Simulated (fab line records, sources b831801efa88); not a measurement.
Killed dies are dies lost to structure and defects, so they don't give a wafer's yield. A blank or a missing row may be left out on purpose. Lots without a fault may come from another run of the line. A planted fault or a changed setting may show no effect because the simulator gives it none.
Chamber matching | flow gf180mcu | GF_POLY_GATE_ETCH_13 on rie_si-02: 4 sister chambers
The step etches poly-Si in HBr/Cl2, stops on SiO2, target depth 198.5 nm, time 69.6 s. 8 wafers are shown with their chamber, then 7 later ones without.

WAFERS WITH THEIR CHAMBER
wafer  | chamber | drypump_motor_current_A (A) | he_backside_leak_sccm (sccm)
L979.1 | 2       | 6.4                         | 2.64
L979.4 | 1       | 5.7                         | 2.57
L982.1 | 2       | 6.4                         | 2.61
L982.2 | 1       | 5.7                         | 2.60
L988.5 | 3       | 6.8                         | 2.85
L988.6 | 0       | 5.7                         | 2.47
L989.1 | 0       | 5.8                         | 2.32
L989.3 | 3       | 6.8                         | 2.84

WAFERS WITHOUT THEIR CHAMBER
wafer  | drypump_motor_current_A (A) | he_backside_leak_sccm (sccm)
L989.5 | 6.8                         | 2.91
L993.2 | 5.7                         | 2.57
L993.4 | 5.7                         | 2.46
L993.6 | 6.4                         | 2.86
L998.2 | 6.4                         | 2.77
L998.4 | 5.8                         | 2.72
L998.6 | 5.7                         | 2.53

WHICH CHAMBER EACH WENT THROUGH
wafer  | from the rows above     | in truth
L989.5 | 3                       | 3
L993.2 | 1                       | 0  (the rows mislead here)
L993.4 | can't be placed: 0 or 1 | 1
L993.6 | 2                       | 2
L998.2 | 2                       | 2
L998.4 | 1                       | 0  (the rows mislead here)
L998.6 | can't be placed: 1 or 0 | 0
Placed correctly: 3 of 7. Can't be placed from these rows: 2 (the true chamber is among the candidates in 2). Placed wrongly: 2.
How it was worked out, from the rows above alone: a wafer's distance from a chamber is the root of the sum, over the readings, of the square of ((its reading less the chamber's mean) divided by the reading's scatter). The wafer belongs to the nearest chamber; if the next one is less than 2 further off, it can't be placed. A chamber's mean is the mean of its shown wafers. The scatter: the root of (the sum of the squares of (reading less its chamber's mean) over the shown wafers, divided by (wafers less chambers)).
